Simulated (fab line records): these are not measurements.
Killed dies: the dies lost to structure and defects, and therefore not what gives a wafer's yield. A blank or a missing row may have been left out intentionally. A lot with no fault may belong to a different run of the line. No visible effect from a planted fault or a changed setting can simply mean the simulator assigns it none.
Split-lot experiment	flow gf180mcu	27 wafers read across 5 lots, on a route 602 steps long

## ABOUT THE SPLIT
At GF_M3_SPUTTER_00 (material Ti, target thk 37.5 nm, time 150 s), the setting time s was moved away from the recipe's 150 s on 9 of the 27 wafers read, by +21.6% to +47.7%. The other wafers ran this setting at the recipe's value.

The reading is taken at the split's own step.

## THE READING
Ti_of_M3_SPUTTER_00.thk nm (the simulator's own value, which no gauge read), in nm, at GF_M3_SPUTTER_00 (material Ti, target thk 37.5 nm, time 150 s). No usual value for it is given in the file. Across the 18 wafers here that went through the recipe, the average is 37.32 nm and the standard deviation 0.32 nm.

wafer	tool, chamber at the split	time s as run, s	against the recipe	Ti_of_M3_SPUTTER_00.thk nm, nm	against lot-mates on the recipe
L074.1	pvd sputter-01, -	150	recipe	37.86	-
L074.2	pvd sputter-01, -	221.5	+47.7%	56.05	+18.29
L074.3	pvd sputter-01, -	150	recipe	37.57	-
L074.4	pvd sputter-01, -	221.5	+47.7%	55.5	+17.74
L074.5	pvd sputter-01, -	150	recipe	37.85	-
L074.6	pvd sputter-01, -	221.5	+47.7%	55.67	+17.91
L076.2	pvd sputter-02, -	150	recipe	37.47	-
L076.3	pvd sputter-02, -	150	recipe	37.04	-
L076.6	pvd sputter-02, -	150	recipe	36.96	-
L077.1	pvd sputter-04, -	150	recipe	36.85	-
L077.2	pvd sputter-04, -	201.5	+34.3%	49.55	+12.56
L077.3	pvd sputter-04, -	201.5	+34.3%	49.74	+12.75
L077.4	pvd sputter-04, -	201.5	+34.3%	50	+13.01
L077.5	pvd sputter-04, -	150	recipe	36.83	-
L077.6	pvd sputter-04, -	150	recipe	37.29	-
L078.1	pvd sputter-02, -	182.4	+21.6%	45.77	+8.47
L078.2	pvd sputter-02, -	150	recipe	37.29	-
L078.3	pvd sputter-02, -	182.4	+21.6%	45.5	+8.20
L078.4	pvd sputter-02, -	150	recipe	37.37	-
L078.5	pvd sputter-02, -	150	recipe	37.25	-
L078.6	pvd sputter-02, -	182.4	+21.6%	45.66	+8.36
L084.1	pvd sputter-04, -	150	recipe	37.29	-
L084.2	pvd sputter-04, -	150	recipe	37.45	-
L084.3	pvd sputter-04, -	150	recipe	37.88	-
L084.4	pvd sputter-04, -	150	recipe	37.2	-
L084.5	pvd sputter-04, -	150	recipe	36.98	-
L084.6	pvd sputter-04, -	150	recipe	37.31	-

FIT RESULTS
A straight line over all 27 wafers: Ti_of_M3_SPUTTER_00.thk nm changes by +0.379 nm for each +1% of time s; r = +1.00; the points scatter about the line by 0.37 nm.
The same after taking each lot's own level away (the mean of its wafers on the recipe; 27 wafers): +0.376 nm for each +1%; r = +1.00; scatter 0.23 nm.
That fit puts the effect of the largest move of time s on the reading at 18 nm.
Across the lots, their own levels run from 36.990 to 37.760 nm, a range of 2.4 times the standard deviation given above.
Consequently the slope shifts little with the lot-to-lot level, the two slopes agreeing.
Check: +17.9 nm against its lot-mates is what the line predicts for one of the wafers moved furthest among these (+47.7%) when that wafer is left out of the fit. Against them it came out at +18.3 nm.

## THE OTHER SPLITS THESE WAFERS WENT THROUGH
Before the reading, these wafers also passed through other splits. Each is held against what the fit with the lots' levels taken away leaves over:
other split on the same wafers	wafers away from the commonest value	r with Ti_of_M3_SPUTTER_00.thk nm (lot level and that fit taken away)
GF_STI_OXIDATION_01 ox time s	21	-0.23
GF_STI_WET_ETCH_17 time s	18	-0.11
GF_HV_LDD_CVD_56 time s	18	+0.17
GF_SALICIDE_SPUTTER_03 time s	12	-0.04
GF_M2_SPUTTER_04 time s	9	-0.38

## FILE'S OWN FIT
Ti_of_M3_SPUTTER_00.thk nm changes by +0.377 nm for each +1% of time s, r = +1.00.
